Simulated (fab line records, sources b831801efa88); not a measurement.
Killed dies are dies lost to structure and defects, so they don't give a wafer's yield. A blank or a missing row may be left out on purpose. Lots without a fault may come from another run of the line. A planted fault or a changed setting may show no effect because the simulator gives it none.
Which tool did it? | flow sky130 | 10 lots, 30 wafers sampled, at 5 steps of a route of 708

WHAT THE GAUGES READ, wafer by wafer
SKY_CAP2M_RS_MEAS_03: measures by four-point-probe.
lot  | measured     | on            | CAP2M_TIN_RS (ohm/sq)
L135 | day 40 01:46 | film_metro-01 | 6.88 6.88 6.89
L136 | day 40 09:07 | film_metro-01 | 6.92 6.89 6.88
L138 | day 40 21:51 | film_metro-01 | 6.76 6.75 6.83
L142 | day 42 12:29 | film_metro-04 | 6.77 6.72 6.76
L143 | day 42 20:04 | film_metro-02 | 6.73 6.77 6.76
L147 | day 43 13:19 | film_metro-04 | 6.89 6.74 6.76
L150 | day 44 16:44 | film_metro-02 | 6.93 6.84 6.84
L152 | day 45 06:29 | film_metro-04 | 6.84 6.89 6.83
L155 | day 45 14:43 | film_metro-04 | 6.91 6.81 6.89
L156 | day 45 20:19 | film_metro-04 | 6.78 6.78 6.80

SKY_CAP2M_THK_MEAS_04: measures by xrf.
lot  | measured     | on            | CAP2M_TIN_THK (nm)
L135 | day 40 01:53 | film_metro-01 | 195.4 196.2 195.3
L136 | day 40 09:12 | film_metro-01 | 195.3 197.3 195.1
L138 | day 40 21:58 | film_metro-01 | 199.2 199.8 196.9
L142 | day 42 12:36 | film_metro-04 | 201.8 203.8 202.2
L143 | day 42 20:11 | film_metro-02 | 202.1 200.7 201.9
L147 | day 43 13:26 | film_metro-04 | 198.7 202.6 203.2
L150 | day 44 16:51 | film_metro-02 | 196.2 198.8 198.2
L152 | day 45 06:37 | film_metro-04 | 200.5 199.1 201.6
L155 | day 45 14:50 | film_metro-04 | 199.2 201.8 199.0
L156 | day 45 20:26 | film_metro-04 | 202.3 202.6 201.9

SKY_VIA4_RS_MEAS_19: measures by four-point-probe.
lot  | measured     | on            | VIA4_W_RS (ohm/sq)
L135 | day 43 05:37 | film_metro-03 | 0.2259 0.2279 0.2261
L136 | day 43 11:17 | film_metro-04 | 0.2219 0.2268 0.2257
L138 | day 43 22:58 | film_metro-04 | 0.2266 0.2261 0.2262
L142 | day 45 13:11 | film_metro-04 | 0.2243 0.2254 0.2247
L143 | day 45 19:34 | film_metro-04 | 0.2267 0.2248 0.2240
L147 | day 46 10:16 | film_metro-04 | 0.2243 0.2252 0.2255
L150 | day 47 11:20 | film_metro-01 | 0.2256 0.2273 0.2282
L152 | day 47 22:58 | film_metro-03 | 0.2271 0.2282 0.2268
L155 | day 48 07:01 | film_metro-03 | 0.2622 0.2596 0.2562 0.2621 0.2594 0.2566
L156 | day 48 14:06 | film_metro-01 | 0.2645 0.2592 0.2613 0.2642 0.2590 0.2616

SKY_VIA4_THK_MEAS_20: measures by xrf.
lot  | measured     | on            | VIA4_W_THK (nm)
L135 | day 43 05:44 | film_metro-03 | 526 521 528
L136 | day 43 11:23 | film_metro-04 | 532 524 525
L138 | day 43 23:04 | film_metro-04 | 524 521 524
L142 | day 45 13:18 | film_metro-04 | 526 525 522
L143 | day 45 19:41 | film_metro-04 | 518 524 522
L147 | day 46 10:23 | film_metro-04 | 526 523 522
L150 | day 47 11:27 | film_metro-01 | 519 518 512
L152 | day 47 23:05 | film_metro-03 | 515 517 518
L155 | day 48 10:55 | film_metro-03 | 448 458 462 451 455 459
L156 | day 48 18:25 | film_metro-01 | 440 452 449 441 453 449

WHICH TOOL RAN EACH LOT (tool, then ch and the chambers of the sampled wafers, then the start)
lot  | SKY_VIA4_CVD_18
L135 | cvd_w-02 ch 0,1, day 43 05:28
L136 | cvd_w-02 ch 0,1, day 43 11:08
L138 | cvd_w-01 ch 0,1, day 43 22:47
L142 | cvd_w-01 ch 0,1, day 45 13:02
L143 | cvd_w-02 ch 0,1, day 45 19:25
L147 | cvd_w-02 ch 0, day 46 10:07
L150 | cvd_w-02 ch 0,1, day 47 11:11
L152 | cvd_w-02 ch 0,1, day 47 22:49
L155 | cvd_w-02 ch 1, day 48 06:52
L156 | cvd_w-02 ch 0,1, day 48 13:57
- SKY_VIA4_CVD_18: deposits W, target thk 505 nm, time 152.14 s.

WHAT THE TOOLS THEMSELVES READ (means of the sampled wafers that have a number; where no wafer has one, the mark that the record gives instead)
SKY_VIA4_CVD_18.
lot  | tool     | heater_power_w (W) | susceptor_temp_C (C)
L135 | cvd_w-02 | 803                | 400.18
L136 | cvd_w-02 | 798                | 399.90
L138 | cvd_w-01 | 831                | 399.95
L142 | cvd_w-01 | 825                | 399.91
L143 | cvd_w-02 | 795                | 399.98
L147 | cvd_w-02 | 711                | 399.78
L150 | cvd_w-02 | 873                | 399.91
L152 | cvd_w-02 | 874                | 400.20
L155 | cvd_w-02 | 917                | 392.65
L156 | cvd_w-02 | 849                | 392.76

THE ANSWER, worked out from the rows above alone
Rule: what is usual is taken from the lots themselves. Put in order of their means at a reading, lots are off if they are a third of the lots or fewer, leave a main group of 4 or more, and stand apart from it by a gap of 3 or more times the standard deviation of the main group's means; of several such gaps the widest counts. A main group whose means are all the same, to the digits that the tables above print for the reading, isn't used. A lot without any number at a reading at which 4 lots or more have one is off too. The other lots that the step has rows for count as sound. The gauges are gone through in route order, then the tools' own readings, and for those a lot's mean is taken as printed above. The first step at which some lot is off is used, and at that step the reading that is off furthest; a lot without a number counts as furthest.
Off: L155, L156, at SKY_VIA4_RS_MEAS_19 (VIA4_W_RS). The main group: mean 0.2259 ohm/sq, standard deviation 0.00099.
A tool fits if, at a process step before that reading, it ran every lot that is off, and no sound lot after the first of them. The gauges at SKY_VIA4_RS_MEAS_19 aren't tried: what is off there is off at SKY_VIA4_CVD_18 too, on other tools, and a gauge's error can't cause that. One fits: cvd_w-02 at SKY_VIA4_CVD_18. Its last sound lot is L152 (day 47 22:49), its first lot that is off L155 (day 48 06:52): a fault that began between those two fits.
The tool's own readings at SKY_VIA4_CVD_18 bear it out: on the lots that are off they differ by more than 5 times the standard deviation of the sound lots' means. susceptor_temp_C reads 392.70 C there against 399.98 C on the sound lots.

WHAT THE SIMULATOR HAD PUT IN
Process parameter drift: cvd_w-02, from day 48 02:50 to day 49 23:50, at SKY_VIA4_CVD_18. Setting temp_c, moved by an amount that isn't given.
Lots struck among those shown: L155, L156. The rule above found the same.
